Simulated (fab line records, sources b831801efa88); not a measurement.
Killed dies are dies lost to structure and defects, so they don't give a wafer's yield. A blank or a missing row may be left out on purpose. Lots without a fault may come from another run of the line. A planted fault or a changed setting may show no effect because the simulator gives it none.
fab line records | flow sfq_line | part 1 of 2: steps 1 to 24 of 35
record lots=5 wafers=15 last_day=93
route steps=325 shown I3@140 M4@148 I4@163
lots that met no fault: from a run of the same line without faults
start_h: hours from the record's first day to the start of the lot's first wafer shown | wait_h: hours since the lot's step before | " the same as in the row above | L1.1+2: a row that stands for several wafers | - no value, or no start given | * or withheld: withheld | < > ~ a bound
route shown NAME@n: a module of which the file shows steps, and the number in the route of the first | usual: mean/standard deviation of fault-free wafers | same: alike in all rows | chamber/n: place in a boat | sites: the reading at each site | _std_site: their standard deviation | _edge_site: outer sites' mean less inner sites' | radius_mm: how far each site lies from the wafer's centre | mask NAME#n: copy n | behind: the tool/chamber that last shaped the wafer | hold: why the lot was held/for how many hours/how that ended | device: the transistor (n, p or np) that didn't switch | end of line: the same wafers' tests at the end of the route | a step without rows: its recipe alone | killed: dies lost to structure and defects at the first sort, not the wafer's yield | map: a wafer's dies, x killed, . not, _ none there
set.NAME: the setting as run; set.NAME@STEP: as run at that earlier step | model.NAME: the simulator's own value behind a step, which no gauge read
lots at some steps of the route; a table a step, a row a wafer
services: from which hour (start_h, from the record's first day; less than 0 if before it) a tool's chamber was out of use, for how many hours, and why
## steps
# step SFQ_TRILAYER_I3_VIA_LITHO_EXPOSE_086
# recipe mask_id=I3 na=0.6 source_shape=conventional sigma_outer=0.65 target_cd_nm=500 dose_mj=21.3
# usual exposure_dose_mJ_cm2=21.305/0.021
# columns lot.wafer tool chamber start_h wait_h mask exposure_dose_mJ_cm2
L078.1 krf_scanner-02 0 1113.55 - I3#0 21.321
L078.2 " 0 " " I3#0 21.284
L078.3 " 0 " " I3#0 21.329
L084.1 krf_scanner-02 0 1173.08 - I3#0 21.268
L084.4 " 0 " " I3#0 21.267
L084.6 " 0 " " I3#0 21.251
L091.1 krf_scanner-02 0 1319.28 - I3#0 21.305
L091.2 " 0 " " I3#0 21.326
L091.3 " 0 " " I3#0 21.297
L096.2 krf_scanner-01 0 1330.40 - I3#0 21.293
L096.4 " 0 " " I3#0 21.262
L096.5 " 0 " " I3#0 21.290
L097.2 krf_scanner-01 0 1331.60 - I3#0 21.294
L097.5 " 0 " " I3#0 21.310
L097.6 " 0 " " I3#0 21.287
# step SFQ_TRILAYER_I3_VIA_LITHO_PEB_088
# recipe peb_temp_c=115 peb_time_s=60 resist=KrF
# usual heater_power_total_W=79.16/0.065
# columns lot.wafer tool chamber start_h wait_h heater_power_total_W
L078.1 litho_track-04 0 1114.75 1.0 79.23
L078.2 " 0 " " 79.14
L078.3 " 0 " " 79.07
L084.1 litho_track-02 0 1174.28 1.0 79.21
L084.4 " 0 " " 79.08
L084.6 " 0 " " 79.19
L091.1 litho_track-02 0 1320.48 1.0 79.08
L091.2 " 0 " " 79.21
L091.3 " 0 " " 79.22
L096.2 litho_track-03 0 1331.43 0.8 79.18
L096.4 " 0 " " 79.23
L096.5 " 0 " " 79.13
L097.2 litho_track-02 0 1332.63 0.8 79.16
L097.5 " 0 " " 79.05
L097.6 " 0 " " 79.21
# step SFQ_TRILAYER_I3_VIA_LITHO_DEVELOP_087
# recipe time_s=60 resist=KrF
# same time_s=60
# columns lot.wafer tool chamber start_h wait_h
L078.1+2+3 litho_track-04 0 1114.90 0.1
L084.1+4+6 litho_track-02 0 1174.43 0.1
L091.1+2+3 litho_track-02 0 1320.63 0.1
L096.2+4+5 litho_track-03 0 1331.58 0.1
L097.2+5+6 litho_track-02 0 1332.78 0.1
# step SFQ_I3_OVL_MEAS_923
# usual I3_OVL=-2/5.6
# columns lot.wafer tool chamber start_h wait_h I3_OVL[nm]
L078.1 overlay-02 - 1115.05 0.1 1
L078.2 " - " " -5
L078.3 " - " " 1
L084.1 overlay-01 - 1174.58 0.1 -4
L084.4 " - " " -9
L084.6 " - " " -6
L091.1 overlay-02 - 1320.78 0.1 -13
L091.2 " - " " -15
L091.3 " - " " -9
L096.2 overlay-02 - 1331.71 0.1 3
L096.4 " - " " 0
L096.5 " - " " -2
L097.2 overlay-02 - 1332.91 0.1 0
L097.5 " - " " -2
L097.6 " - " " -4
# step SFQ_TRILAYER_I3_VIA_BARC_OPEN_VIA_ETCH_121
# recipe mask_material=PR chemistry=O2 target_depth_nm=125 target=BARC source_w=500 bias_w=80 pressure_mtorr=30 time_s=41.7
# usual chamber_pressure_mTorr=29.998/0.028 drypump_motor_current_A=5.8/0.39 oes_product_au=0.685/0.0047
# same time_s=41.7
# columns lot.wafer tool chamber start_h wait_h chamber_pressure_mTorr drypump_motor_current_A oes_product_au rf_hours_counter_h
L078.1 rie_diel-02 1 1115.09 0.0 29.972 5.8 0.684 9
L078.2 " 3 " " 30.030 6.2 0.679 10
L078.3 " 0 " " 30.057 6.2 0.684 9
L084.1 rie_diel-04 2 1174.62 0.0 30.020 5.4 0.691 1
L084.4 " 0 " " 30.017 5.9 0.687 4
L084.6 " 0 " " 30.032 5.8 0.680 -
L091.1 rie_diel-04 0 1320.81 0.0 30.021 5.8 0.682 5
L091.2 " 2 " " 30.074 5.3 0.683 3
L091.3 " 3 " " 30.004 6.4 0.680 9
L096.2 rie_diel-04 0 1331.74 0.0 30.023 5.8 0.688 6
L096.4 " 1 " " 30.024 5.7 0.677 4
L096.5 " 0 " " 29.911 5.9 0.686 -
L097.2 rie_diel-03 1 1332.94 0.0 29.997 5.7 0.691 4
L097.5 " 1 " " 29.963 5.7 0.680 -
L097.6 " 0 " " 29.981 5.7 0.680 -
# step SFQ_TRILAYER_I3_VIA_ETCH_VIA_ETCH_088
# recipe target=SiO2 stop_on=Nb mask_material=PR taper_deg=20 chemistry=CHF3 target_depth_nm=260 source_w=500 bias_w=80 pressure_mtorr=30 time_s=withheld
# usual chamber_pressure_mTorr=30.00/0.033 drypump_motor_current_A=5.8/0.39 oes_product_au=0.855/0.0055
# columns lot.wafer tool chamber start_h wait_h chamber_pressure_mTorr drypump_motor_current_A oes_product_au
L078.1 rie_diel-02 1 1115.13 0.0 30.02 5.8 0.854
L078.2 " 3 " " 29.95 6.1 0.850
L078.3 " 0 " " 29.99 6.2 0.857
L084.1 rie_diel-04 2 1174.66 0.0 30.00 5.3 0.845
L084.4 " 0 " " 29.99 5.9 0.863
L084.6 " 0 " " 30.01 5.8 0.855
L091.1 rie_diel-04 0 1320.85 0.0 30.03 5.8 0.852
L091.2 " 2 " " 29.96 5.4 0.863
L091.3 " 3 " " 30.03 6.4 0.858
L096.2 rie_diel-04 0 1331.78 0.0 30.00 5.8 0.855
L096.4 " 1 " " 30.02 5.6 0.850
L096.5 " 0 " " 29.99 5.8 0.854
L097.2 rie_diel-03 1 1332.98 0.0 30.04 5.7 0.860
L097.5 " 1 " " 30.03 5.7 0.851
L097.6 " 0 " " 30.04 5.7 0.859
# step SFQ_TRILAYER_I3_VIA_STRIP_STRIP_089
# recipe gas=O2 power_w=200 platen_temp_c=40 overash_fraction=0.65 chemistry=O2 pressure_mtorr=50
# usual chamber_pressure_mTorr=50.00/0.044 drypump_motor_current_A=6.1/0.39 oes_product_au=1.001/0.0069
# columns lot.wafer tool chamber start_h wait_h chamber_pressure_mTorr drypump_motor_current_A oes_product_au rf_hours_counter_h
L078.1 rie_metal-01 0 1115.24 - 49.98 5.8 1.006 2
L078.2 " 1 " " 50.07 5.9 0.999 72
L078.3 " 1 " " 49.97 5.9 1.003 -
L084.1 rie_metal-01 0 1174.77 - 49.98 5.7 0.999 14
L084.4 " 0 " " 50.01 5.7 0.996 -
L084.6 " 0 " " 50.01 5.7 1.003 -
L091.1 rie_metal-04 1 1320.96 - 49.96 6.3 1.003 76
L091.2 " 0 " " 50.05 5.7 1.007 116
L091.3 " 0 " " 50.01 5.7 0.989 -
L096.2 rie_metal-04 0 1331.89 - 50.06 5.7 0.996 118
L096.4 " 0 " " 50.06 5.7 0.999 -
L096.5 " 0 " " 50.01 5.7 0.995 -
L097.2 rie_metal-01 1 1333.09 - 49.95 5.9 0.999 104
L097.5 " 0 " " 50.03 5.8 0.992 -
L097.6 " 1 " " 50.05 5.9 0.997 -
# step SFQ_TRILAYER_I3_VIA_STRIP_SOLV_CLEAN_090
# recipe chemistry=NMP temp_c=70 time_s=600
# same time_s=600
# columns lot.wafer tool chamber start_h wait_h
L078.1+2+3 wet_bench-01 2,4,7 1115.84 0.4
L084.1+4+6 wet_bench-02 5,1,4 1175.37 0.4
L091.1+2+3 wet_bench-02 0,4,3 1321.56 0.4
L096.2+4+5 wet_bench-04 2,1,7 1332.49 0.4
L097.2+5+6 wet_bench-01 0,3,7 1333.69 0.4
# step SFQ_TRILAYER_M4_DEP_PRE_CLEAN_092
# recipe gas=Ar time_s=22.5 bias_v=250
# same time_s=22.5
# columns lot.wafer tool chamber start_h wait_h
L078.1+2+3 pvd_sputter-05 - 1116.02 0.0
L084.1+4+6 pvd_sputter-06 - 1175.55 0.0
L091.1+2+3 pvd_sputter-04 - 1321.74 0.0
L096.2+4+5 pvd_sputter-06 - 1332.66 0.0
L097.2+5+6 pvd_sputter-05 - 1333.86 0.0
# step SFQ_TRILAYER_M4_DEP_SPUTTER_091
# recipe material=Nb base_pressure_pa=1.33e-06 chamber_pressure_pa=0.1333 substrate_temp_c=20 resputter_cathode_voltage_v=400 target_thk_nm=200 power_w=2000 time_s=133.3
# usual throttle_valve_pct=30.0/0.82
# same time_s=133.3
# columns lot.wafer tool chamber start_h wait_h throttle_valve_pct
L078.1 pvd_sputter-05 - 1116.05 0.0 30.2
L078.2 " - " " 30.2
L078.3 " - " " 31.2
L084.1 pvd_sputter-06 - 1175.57 0.0 29.7
L084.4 " - " " 29.6
L084.6 " - " " 29.6
L091.1 pvd_sputter-04 - 1321.77 0.0 29.3
L091.2 " - " " 28.7
L091.3 " - " " 31.4
L096.2 pvd_sputter-06 - 1332.69 0.0 30.5
L096.4 " - " " 29.9
L096.5 " - " " 28.6
L097.2 pvd_sputter-05 - 1333.89 0.0 30.7
L097.5 " - " " 30.5
L097.6 " - " " 31.1
# step SFQ_M4_RS_MEAS_924
# recipe thk_meas_gauge=four-point-probe reads=Nb_of_TRILAYER_M4_DEP_SPUTTER_091
# usual M4_NB_RS=0.893/0.01
# columns lot.wafer tool chamber start_h wait_h M4_NB_RS[ohm/sq]
L078.1 film_metro-03 - 1116.14 0.0 0.893
L078.2 " - " " 0.885
L078.3 " - " " 0.891
L084.1 film_metro-03 - 1175.67 0.0 0.909
L084.4 " - " " 0.904
L084.6 " - " " 0.901
L091.1 film_metro-02 - 1321.86 0.0 0.907
L091.2 " - " " 0.903
L091.3 " - " " 0.898
L096.2 film_metro-01 - 1332.80 0.1 0.902
L096.4 " - " " 0.901
L096.5 " - " " 0.903
L097.2 film_metro-02 - 1334.00 0.1 0.882
L097.5 " - " " 0.865
L097.6 " - " " 0.878
# step SFQ_TRILAYER_M4_LITHO_COAT_098
# recipe resist=BARC spin_rpm=3000 resist_thk_nm=62
# columns lot.wafer tool chamber start_h wait_h
L078.1+2+3 litho_track-03 0 1116.32 0.1
L084.1+4+6 litho_track-03 0 1175.85 0.1
L091.1+2+3 litho_track-02 0 1322.04 0.1
L096.2+4+5 litho_track-03 0 1333.01 0.1
L097.2+5+6 litho_track-03 0 1334.21 0.1
# step SFQ_TRILAYER_M4_LITHO_COAT_093
# recipe resist=KrF spin_rpm=3000 resist_thk_nm=600
# columns lot.wafer tool chamber start_h wait_h
L078.1+2+3 litho_track-03 0 1116.62 0.2
L084.1+4+6 litho_track-03 0 1176.15 0.2
L091.1+2+3 litho_track-02 0 1322.34 0.2
L096.2+4+5 litho_track-03 0 1333.31 0.2
L097.2+5+6 litho_track-03 0 1334.51 0.2
# step SFQ_TRILAYER_M4_LITHO_SOFTBAKE_097
# recipe temp_c=withheld time_s=withheld resist=KrF
# columns lot.wafer tool chamber start_h wait_h
L078.1+2+3 litho_track-03 0 1116.92 0.2
L084.1+4+6 litho_track-03 0 1176.45 0.2
L091.1+2+3 litho_track-02 0 1322.64 0.2
L096.2+4+5 litho_track-03 0 1333.59 0.2
L097.2+5+6 litho_track-03 0 1334.79 0.2
# step SFQ_TRILAYER_M4_LITHO_EXPOSE_094
# recipe mask_id=M4 na=0.6 source_shape=conventional sigma_outer=0.65 target_cd_nm=500 dose_mj=14.4
# usual exposure_dose_mJ_cm2=14.400/0.016
# columns lot.wafer tool chamber start_h wait_h mask exposure_dose_mJ_cm2
L078.1 krf_scanner-01 0 1117.19 - M4#0 14.397
L078.2 " 0 " " M4#0 14.389
L078.3 " 0 " " M4#0 14.411
L084.1 krf_scanner-02 0 1306.08 - M4#0 14.376
L084.4 " 0 " " M4#0 14.380
L084.6 " 0 " " M4#0 14.411
L091.1 krf_scanner-01 0 1327.80 - M4#0 14.404
L091.2 " 0 " " M4#0 14.411
L091.3 " 0 " " M4#0 14.386
L096.2 krf_scanner-02 0 1444.36 - M4#0 14.391
L096.4 " 0 " " M4#0 14.395
L096.5 " 0 " " M4#0 14.398
L097.2 krf_scanner-02 0 1447.96 - M4#0 14.388
L097.5 " 0 " " M4#0 14.416
L097.6 " 0 " " M4#0 14.415
# step SFQ_TRILAYER_M4_LITHO_PEB_096
# recipe peb_temp_c=115 peb_time_s=60 resist=KrF
# usual heater_power_total_W=79.15/0.076
# columns lot.wafer tool chamber start_h wait_h heater_power_total_W
L078.1 litho_track-01 0 1118.39 1.0 79.26
L078.2 " 0 " " 79.19
L078.3 " 0 " " 79.04
L084.1 litho_track-01 0 1307.28 1.0 78.94
L084.4 " 0 " " 79.12
L084.6 " 0 " " 79.05
L091.1 litho_track-01 0 1329.00 1.0 79.28
L091.2 " 0 " " 79.20
L091.3 " 0 " " 79.09
L096.2 litho_track-02 0 1445.38 0.8 79.13
L096.4 " 0 " " 79.16
L096.5 " 0 " " 79.12
L097.2 litho_track-02 0 1448.98 0.8 79.16
L097.5 " 0 " " 79.26
L097.6 " 0 " " 79.21
# step SFQ_TRILAYER_M4_LITHO_DEVELOP_095
# recipe time_s=60 resist=KrF
# same time_s=60
# columns lot.wafer tool chamber start_h wait_h
L078.1+2+3 litho_track-01 0 1118.54 0.1
L084.1+4+6 litho_track-01 0 1307.43 0.1
L091.1+2+3 litho_track-01 0 1329.15 0.1
L096.2+4+5 litho_track-02 0 1445.53 0.1
L097.2+5+6 litho_track-02 0 1449.13 0.1
# step SFQ_M4_OVL_MEAS_926
# usual M4_OVL=-1/4.2
# columns lot.wafer tool chamber start_h wait_h M4_OVL[nm]
L078.1 overlay-01 - 1118.69 0.1 1
L078.2 " - " " -6
L078.3 " - " " -8
L084.1 overlay-02 - 1307.58 0.1 7
L084.4 " - " " 8
L084.6 " - " " 1
L091.1 overlay-01 - 1329.30 0.1 1
L091.2 " - " " -2
L091.3 " - " " -1
L096.2 overlay-02 - 1445.66 0.1 1
L096.4 " - " " -5
L096.5 " - " " -4
L097.2 overlay-02 - 1449.26 0.1 -2
L097.5 " - " " -4
L097.6 " - " " 0
# step SFQ_TRILAYER_M4_BARC_OPEN_METAL_ETCH_123
# recipe mask_material=PR chemistry=O2 target_depth_nm=125 target=BARC icp_w=600 bias_w=80 pressure_mtorr=10 time_s=41.7
# usual chamber_pressure_mTorr=9.999/0.0093 drypump_motor_current_A=6.1/0.47 oes_product_au=0.685/0.0049
# same time_s=41.7
# columns lot.wafer tool chamber start_h wait_h chamber_pressure_mTorr drypump_motor_current_A oes_product_au rf_hours_counter_h
L078.1 rie_metal-02 0 1118.73 0.0 10.000 6.4 0.687 85
L078.2 " 1 " " 9.976 6.8 0.680 2
L078.3 " 1 " " 10.009 6.8 0.681 -
L084.1 rie_metal-04 0 1307.61 0.0 10.012 5.7 0.687 113
L084.4 " 0 " " 10.006 5.7 0.685 -
L084.6 " 1 " " 9.994 6.2 0.685 -
L091.1 rie_metal-02 0 1329.34 0.0 10.018 6.4 0.692 118
L091.2 " 1 " " 9.989 6.8 0.692 36
L091.3 " 0 " " 10.005 6.4 0.684 -
L096.2 rie_metal-04 1 1445.69 0.0 10.025 6.2 0.694 96
L096.4 " 0 " " 10.006 5.7 0.686 -
L096.5 " 1 " " 9.994 6.3 0.685 -
L097.2 rie_metal-03 0 1449.29 0.0 10.003 5.5 0.687 92
L097.5 " 0 " " 10.000 5.4 0.686 -
L097.6 " 1 " " 10.001 6.3 0.675 -
# step SFQ_TRILAYER_M4_ETCH_METAL_ETCH_096
# recipe target=Nb stop_on=SiO2 mask_material=PR chemistry=Cl2/Ar target_depth_nm=240 icp_w=600 bias_w=80 pressure_mtorr=10 time_s=120
# usual chamber_pressure_mTorr=10.000/0.0096 drypump_motor_current_A=6.1/0.46 oes_product_au=0.893/0.0079
# same time_s=120
# columns lot.wafer tool chamber start_h wait_h chamber_pressure_mTorr drypump_motor_current_A oes_product_au rf_hours_counter_h
L078.1 rie_metal-02 0 1118.79 0.0 9.995 6.4 0.893 85
L078.2 " 1 " " 9.980 6.8 0.893 2
L078.3 " 1 " " 10.010 6.8 0.897 -
L084.1 rie_metal-04 0 1307.67 0.0 9.988 5.6 0.886 113
L084.4 " 0 " " 9.997 5.7 0.887 -
L084.6 " 1 " " 9.986 6.3 0.887 -
L091.1 rie_metal-02 0 1329.40 0.0 9.994 6.4 0.887 118
L091.2 " 1 " " 9.985 6.8 0.890 36
L091.3 " 0 " " 9.996 6.4 0.882 -
L096.2 rie_metal-04 1 1445.75 0.0 10.001 6.2 0.885 96
L096.4 " 0 " " 9.999 5.7 0.889 -
L096.5 " 1 " " 9.994 6.2 0.890 -
L097.2 rie_metal-03 0 1449.35 0.0 9.991 5.4 0.901 92
L097.5 " 0 " " 10.000 5.5 0.907 -
L097.6 " 1 " " 9.999 6.3 0.902 -
# step SFQ_TRILAYER_M4_STRIP_STRIP_097
# recipe gas=O2 power_w=200 platen_temp_c=40 overash_fraction=0.65 chemistry=O2 pressure_mtorr=50
# usual chamber_pressure_mTorr=50.00/0.041 drypump_motor_current_A=6.1/0.46 oes_product_au=0.999/0.0079
# columns lot.wafer tool chamber start_h wait_h chamber_pressure_mTorr drypump_motor_current_A oes_product_au rf_hours_counter_h
L078.1 rie_metal-02 0 1118.91 0.1 50.06 6.4 0.986 85
L078.2 " 1 " " 49.97 6.8 0.992 2
L078.3 " 1 " " 49.97 6.8 1.001 -
L084.1 rie_metal-04 0 1307.80 0.1 49.96 5.6 1.000 113
L084.4 " 0 " " 49.89 5.7 0.995 -
L084.6 " 1 " " 49.98 6.3 1.001 -
L091.1 rie_metal-02 0 1329.52 0.1 50.01 6.4 0.999 119
L091.2 " 1 " " 49.98 6.8 1.002 36
L091.3 " 0 " " 49.98 6.4 0.993 -
L096.2 rie_metal-04 1 1445.88 0.1 50.02 6.3 0.998 96
L096.4 " 0 " " 49.99 5.7 0.991 -
L096.5 " 1 " " 49.95 6.3 0.997 -
L097.2 rie_metal-03 0 1449.48 0.1 50.02 5.5 0.994 92
L097.5 " 0 " " 50.06 5.4 0.983 -
L097.6 " 1 " " 50.07 6.3 0.988 -
# step SFQ_TRILAYER_M4_STRIP_SOLV_CLEAN_098
# recipe chemistry=NMP temp_c=70 time_s=600
# same time_s=600
# columns lot.wafer tool chamber start_h wait_h
L078.1+2+3 wet_bench-03 6,7,0 1119.51 0.4
L084.1+4+6 wet_bench-04 3,6,4 1308.40 0.4
L091.1+2+3 wet_bench-03 4,0,3 1330.12 0.4
L096.2+4+5 wet_bench-01 7,1,2 1446.48 0.4
L097.2+5+6 wet_bench-01 2,7,1 1450.08 0.4
# step SFQ_TRILAYER_I4_DEP_PECVD_099
# recipe material=SiO2 temp_c=150 time_s=111.11 pressure_torr=2.4 rf_w=183.3 precursor=SiH4/N2O target_thk_nm=500
# usual heater_power_outer_w=30/8.2 heater_power_w=82/13 showerhead_vpp_V=851/51 throttle_valve_pct=25.1/1.2
# same time_s=111.11
# columns lot.wafer tool chamber start_h wait_h heater_power_outer_w heater_power_w showerhead_vpp_V throttle_valve_pct
L078.1 pecvd-02 2 1119.69 0.0 22 75 855 24.6
L078.2 " 0 " " 34 95 867 25.8
L078.3 " 1 " " 21 66 772 26.7
L084.1 pecvd-02 0 1308.57 0.0 39 98 876 26.6
L084.4 " 1 " " 23 67 767 27.0
L084.6 " 1 " " 24 69 761 26.7
L091.1 pecvd-02 1 1330.30 0.0 24 68 768 27.3
L091.2 " 0 " " 36 95 885 26.6
L091.3 " 2 " " 20 72 847 24.5
L096.2 pecvd-03 1 1446.65 0.0 35 86 852 22.2
L096.4 " 0 " " 43 106 865 23.7
L096.5 " 2 " " 30 87 755 22.9
L097.2 pecvd-02 0 1450.25 0.0 44 105 884 26.6
L097.5 " 0 " " 45 107 892 26.3
L097.6 " 1 " " 19 59 755 26.8
# step SFQ_TRILAYER_I4_CMP_CMP_100
# recipe material=SiO2 down_force_psi=3 platen_rpm=60 pad_velocity_m_s=0.94248
# usual head_pressure_psi=3.001/0.0064 motor_current_A=10.5/1.1 time_to_endpoint_s=216/5.5
# columns lot.wafer tool chamber start_h wait_h head_pressure_psi motor_current_A time_to_endpoint_s
L078.1 cmp-01 3 1120.48 0.8 3.000 8.8 217
L078.3 " 1 1121.48 1.8 3.005 11.7 219
L078.2 " 2 " " 3.013 11.3 215
L084.4 cmp-01 3 1319.95 11.3 2.999 8.7 214
L084.1 " 2 1321.45 12.8 2.998 11.1 206
L084.6 " 3 " " 2.998 8.9 213
L091.2 cmp-01 1 1341.45 11.1 3.006 11.1 213
L091.1 " 2 " " 2.998 11.7 207
L091.3 " 3 " " 3.013 8.3 213
L096.4 cmp-02 2 1452.70 6.0 2.993 9.9 219
L096.2 " 0 1453.70 7.0 3.009 13.0 206
L096.5 " 2 1454.70 8.0 2.997 10.1 218
L097.2 cmp-02 0 1456.20 5.9 2.999 12.6 215
L097.5 " 2 1457.20 6.9 2.996 10.2 225
L097.6 " 3 " " 2.997 9.8 215
